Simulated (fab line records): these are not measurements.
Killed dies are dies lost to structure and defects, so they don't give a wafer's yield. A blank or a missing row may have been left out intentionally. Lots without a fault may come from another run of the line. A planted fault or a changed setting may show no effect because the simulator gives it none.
Chamber matching -- flow sky130 -- SKY_CAPM_CVD_00 on pecvd-04: 3 sister chambers
The step deposits SiO2, target thk 15.5 nm. 6 wafers are shown with their chamber, then 8 later ones without.

## WAFERS PAIRED WITH THEIR CHAMBERS
wafer,chamber,heater-power-w (W),rf-fwd-power-W (W)
L075.3,0,726,440.4
L080.6,1,735,441.3
L090.1,2,603,443.1
L090.2,0,725,440.2
L090.3,1,644,442.0
L092.3,2,620,439.3

## WAFERS WITHOUT THEIR CHAMBER
wafer,heater-power-w (W),rf-fwd-power-W (W)
L092.4,614,443.6
L092.5,712,438.7
L094.1,654,441.1
L094.4,659,440.8
L094.6,602,442.6
L096.3,625,441.6
L096.4,645,441.5
L096.5,692,440.0

## WHICH CHAMBER EACH ONE RAN IN
wafer,from the rows above,in truth
L092.4,can't be placed: 2 or 1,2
L092.5,can't be placed: 0 or 1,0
L094.1,can't be placed: 1 or 2 or 0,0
L094.4,can't be placed: 1 or 2 or 0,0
L094.6,can't be placed: 2 or 1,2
L096.3,can't be placed: 2 or 1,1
L096.4,can't be placed: 2 or 1 or 0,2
L096.5,can't be placed: 0 or 1 or 2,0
Correctly placed: 0 of 8. From these rows, 8 cannot be placed; in 8 the true chamber is one of the candidates. Placed wrongly: 0.
How it was worked out, from the rows above alone: a wafer's distance from a chamber is the root of the sum, over the readings, of the square of ((its reading less the chamber's mean) divided by the reading's scatter). The wafer belongs to the nearest chamber; if the next one is less than 2 further off, it can't be placed. The mean given for a chamber averages the wafers shown for that chamber. The scatter: the root of (the sum of the squares of (reading less its chamber's mean) over the shown wafers, divided by (wafers less chambers)).
